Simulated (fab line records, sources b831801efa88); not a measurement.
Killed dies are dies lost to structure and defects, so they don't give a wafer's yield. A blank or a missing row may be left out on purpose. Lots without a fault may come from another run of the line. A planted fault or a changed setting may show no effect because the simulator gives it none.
Chamber matching | flow sky130 | SKY_CAP2M_CVD_00 on pecvd-04: 3 sister chambers
The step deposits SiO2, target thk 15.5 nm. 6 wafers are shown with their chamber, then 8 later ones without.

WAFERS WITH THEIR CHAMBER
wafer  | chamber | heater_power_w (W)
L082.3 | 0       | 723
L082.6 | 2       | 547
L084.1 | 1       | 599
L084.2 | 2       | 677
L084.3 | 0       | 586
L084.4 | 1       | 603

WAFERS WITHOUT THEIR CHAMBER
wafer  | heater_power_w (W)
L084.5 | 591
L084.6 | 660
L095.1 | 621
L095.2 | 726
L095.3 | 616
L095.4 | 595
L095.5 | 610
L095.6 | 715

WHICH CHAMBER EACH WENT THROUGH
wafer  | from the rows above          | in truth
L084.5 | can't be placed: 1 or 2 or 0 | 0
L084.6 | can't be placed: 0 or 2 or 1 | 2
L095.1 | can't be placed: 2 or 1 or 0 | 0
L095.2 | can't be placed: 0 or 2 or 1 | 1
L095.3 | can't be placed: 2 or 1 or 0 | 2
L095.4 | can't be placed: 1 or 2 or 0 | 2
L095.5 | can't be placed: 2 or 1 or 0 | 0
L095.6 | can't be placed: 0 or 2 or 1 | 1
Placed correctly: 0 of 8. Can't be placed from these rows: 8 (the true chamber is among the candidates in 8). Placed wrongly: 0.
How it was worked out, from the rows above alone: a wafer's distance from a chamber is the root of the sum, over the readings, of the square of ((its reading less the chamber's mean) divided by the reading's scatter). The wafer belongs to the nearest chamber; if the next one is less than 2 further off, it can't be placed. A chamber's mean is the mean of its shown wafers. The scatter: the root of (the sum of the squares of (reading less its chamber's mean) over the shown wafers, divided by (wafers less chambers)).
